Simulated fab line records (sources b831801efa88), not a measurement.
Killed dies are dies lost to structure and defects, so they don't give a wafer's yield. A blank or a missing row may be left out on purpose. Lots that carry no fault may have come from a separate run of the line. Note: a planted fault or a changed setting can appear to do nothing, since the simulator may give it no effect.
The same fault as seen by 2 desks ; flow gf180mcu ; each desk has only its own numbers; what lay behind them comes last

## THE METROLOGY DESK
What the gauges read, lot by lot, whatever tool the lot ran on: means of the sampled wafers that have a number. Marked OUT: a lot whose mean sits more than 4 standard deviations from the usual mean, which makes it out of limits; the brackets give that distance.
Columns: A = DUAL_GATE_OXIDATION_00_THK at GF_DUAL_GATE_THK_MEAS_03, usual 10.89 nm; B = NSD_RS at GF_PSD_RS_MEAS_14, usual 46.17 ohm/sq; C = PSD_RS at GF_PSD_RS_MEAS_15, usual 108.65 ohm/sq; D = SAB_CVD_00_THK at GF_SAB_THK_MEAS_01, usual 50.0 nm; E = CONTACT_W_THK at GF_CONTACT_THK_MEAS_26, usual 298 nm
lot;first seen here;A;B;C;D;E
L330;day 7 16:53;10.93;45.97;108.16;50.2;308
L331;day 7 23:49;11.01;46.13;108.67;50.8;304
L332;day 8 06:32;11.05;46.21;108.53;49.4;299
L333;day 8 12:20;10.68;46.21;108.82;50.9;303
L335;day 9 01:58;11.05;46.19;108.76;49.7;288
L336;day 9 10:23;10.70;46.15;108.63;50.2;288
L337;day 9 15:58;10.86;46.15;108.43;50.0;301
L341;day 10 17:24;10.76;45.68 (-4.5) OUT;107.41 (-4.1) OUT;49.8;304
L342;day 11 00:43;10.75;44.95 (-11) OUT;106.15 (-8.3) OUT;49.8;298
L343;day 11 07:58;10.88;45.27 (-8.2) OUT;106.63 (-6.7) OUT;51.0;300
L347;day 12 18:10;10.93;46.00;108.23;49.8;294
L351;day 13 16:21;11.03;46.24;108.76;49.9;297
L352;day 13 22:47;11.00;46.30;108.95;49.2;288
L353;day 14 09:24;11.07;46.20;108.82;49.8;304
This desk's result: L341, L342, L343 out of limits, first on L341 (NSD_RS at GF_PSD_RS_MEAS_14), day 17 23:27. In limits: L330, L331, L332, L333, L335, L336, L337, L347, L351, L352, L353.

## THE TOOL OWNER'S DESK: rtp_anneal-02
The tool's own readings at GF_PSD_RTA_13 (time 20 s): means of the sampled wafers that have a number, for each lot that ran on this tool. Marked OUT: a lot whose mean sits more than 4 standard deviations from the usual mean, which makes it out of limits; the brackets give that distance.
Columns: A = lamp_power_pct at GF_PSD_RTA_13, usual 33 %; B = run_length_s at GF_PSD_RTA_13, usual 48.88 s; C = wafer_temp_C_max at GF_PSD_RTA_13, usual 1031.9
lot;first seen here;A;B;C
L330;day 14 08:14;31;48.75;1033.1
L333;day 15 05:29;31;48.80;1031.7
L335;day 15 21:37;31;48.70;1031.8
L336;day 16 09:59;31;48.73;1032.7
L341;day 17 23:22;31;52.17 (+18) OUT;1034.6
L342;day 18 10:30;31;55.22 (+35) OUT;1032.1
L343;day 18 16:14;31;53.64 (+26) OUT;1032.8
L351;day 22 01:16;31;48.81;1032.3
L352;day 22 02:52;31;48.74;1032.8
This desk's verdict: out of limits on L341, L342, L343, starting with L341 at day 17 23:22 (run_length_s at GF_PSD_RTA_13). In limits: L330, L333, L335, L336, L351, L352.

## BROUGHT TOGETHER
The tool owner's desk had the chance to raise an alarm at day 17 23:22 on L341, L342, L343.
The metrology desk could have raised an alarm at day 17 23:27, on L341, L342, L343.
GF_PSD_RTA_13 was run on rtp_anneal-02 by each of the lots named.

## WHAT THE SIMULATOR HAD PUT IN
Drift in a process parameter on rtp_anneal-02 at GF_PSD_RTA_13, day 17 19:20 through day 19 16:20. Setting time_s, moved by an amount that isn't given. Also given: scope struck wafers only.
Lots struck among those shown: L341, L342, L343.
Time in hours from fault onset to the first out-of-limits reading at each desk: tool owner's desk 4, metrology desk 4.
